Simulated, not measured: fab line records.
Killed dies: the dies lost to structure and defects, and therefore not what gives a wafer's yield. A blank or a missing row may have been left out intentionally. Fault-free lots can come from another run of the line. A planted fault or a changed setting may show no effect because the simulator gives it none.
Struck lot and sound lot, side by side / flow sky130 / 15 out of 708 route steps
Sound: wafers L859.3, L859.5, L859.6. Wafers struck: L847.2, L847.3, L847.6. At the end, the cause is stated.
At each step with rows: each side's tool, then ch and its chambers, then its first start. Under that, the readings that differ: sound wafers / struck wafers / difference of the means / sigmas: that difference in standard deviations of wafers without a fault.
alike: readings whose means differ by less than 2 such deviations, and words and numbers that are the same on both sides. not compared: withheld readings, readings that some wafer has no value for, bounds like >300 that may hide the same value, and numbers for which the record gives no deviation and whose values overlap.
Wherever a step has rows on one side only, a row that says differs or no value, or a row with sigmas, the two part there. Numbers that have no deviation but don't overlap get no sigmas and don't part them. A reading that every wafer of one side lacks parts them only if that side has two wafers or more.

SKY_VT_ADJUST_HVTR_OVL_MEAS_08:
  sound on overlay-01 at day 15 01:04; struck on overlay-01 at day 10 16:10
  alike: VT_ADJUST_HVTR_OVL
following that, these wafers have no rows for 1 step: SKY_VT_ADJUST_HVTR_IMPLANT_09.
SKY_VT_ADJUST_HVTR_STRIP_10: strips in O2/N2.
  sound on plasmaAsher-04 ch 0,1, day 15 01:17; struck on plasmaAsher-03 ch 0,1, day 10 16:21
  alike: drypumpMotorCurrentA, oesProductAu, stripTimeToEndpointS
  not compared: rfHoursCounterH
SKY_VT_ADJUST_HVTR_TW_MEAS_11:
  sound on filmMetro-01 at day 15 01:22; struck on filmMetro-01 at day 10 16:28
  alike: VT_ADJUST_HVTR_TW
then, 7 steps without rows for these wafers: SKY_VT_ADJUST_PCH_DEHYDRATE_00 (time 60 s); SKY_VT_ADJUST_PCH_HMDS_01 (prime time 60 s); SKY_VT_ADJUST_PCH_COAT_02 (resist thk 3000 nm); SKY_VT_ADJUST_PCH_SOFTBAKE_03; SKY_VT_ADJUST_PCH_EXPOSE_04 (exposes mask NWM, target cd 840 nm); SKY_VT_ADJUST_PCH_PEB_05; SKY_VT_ADJUST_PCH_DEVELOP_06 (develop time 60 s).
SKY_VT_ADJUST_PCH_OVL_MEAS_07:
  sound on overlay-01 at day 16 04:31; struck on overlay-01 at day 11 14:26
  alike: VT_ADJUST_PCH_OVL
SKY_VT_ADJUST_PCH_IMPLANT_08:
  struck on implanter-04, day 11 14:30; sound on implanter-03 ch 0, day 16 04:35
  no value came back on the struck wafers for beamEnergyKeV, beamOnS (s); on the sound wafers beamEnergyKeV reads 10.005 10.004 10.003
SKY_VT_ADJUST_PCH_STRIP_09: strips in O2/N2.
  sound on plasmaAsher-02 ch 0,1, day 16 04:43; struck on plasmaAsher-01 ch 1, day 11 14:37
reading=stripTimeToEndpointS (s); sound=36.94 36.95 36.86; struck=37.07 37.15 37.08; difference=+0.18; sigmas=+2
  alike: drypumpMotorCurrentA, oesProductAu
  not compared: rfHoursCounterH
SKY_VT_ADJUST_PCH_TW_MEAS_10:
  sound on filmMetro-02 at day 16 04:48; struck on filmMetro-04 at day 11 14:44
reading=VT_ADJUST_PCH_TW; sound=144.2 144.5 144.1; struck=30.3 30.3 30.3; difference=-114.0; sigmas=-76

WHERE THEY PART
Last at SKY_VT_ADJUST_PCH_TW_MEAS_10 as far as this record goes, first at SKY_VT_ADJUST_PCH_IMPLANT_08.

WHY: what had been put in by the simulator
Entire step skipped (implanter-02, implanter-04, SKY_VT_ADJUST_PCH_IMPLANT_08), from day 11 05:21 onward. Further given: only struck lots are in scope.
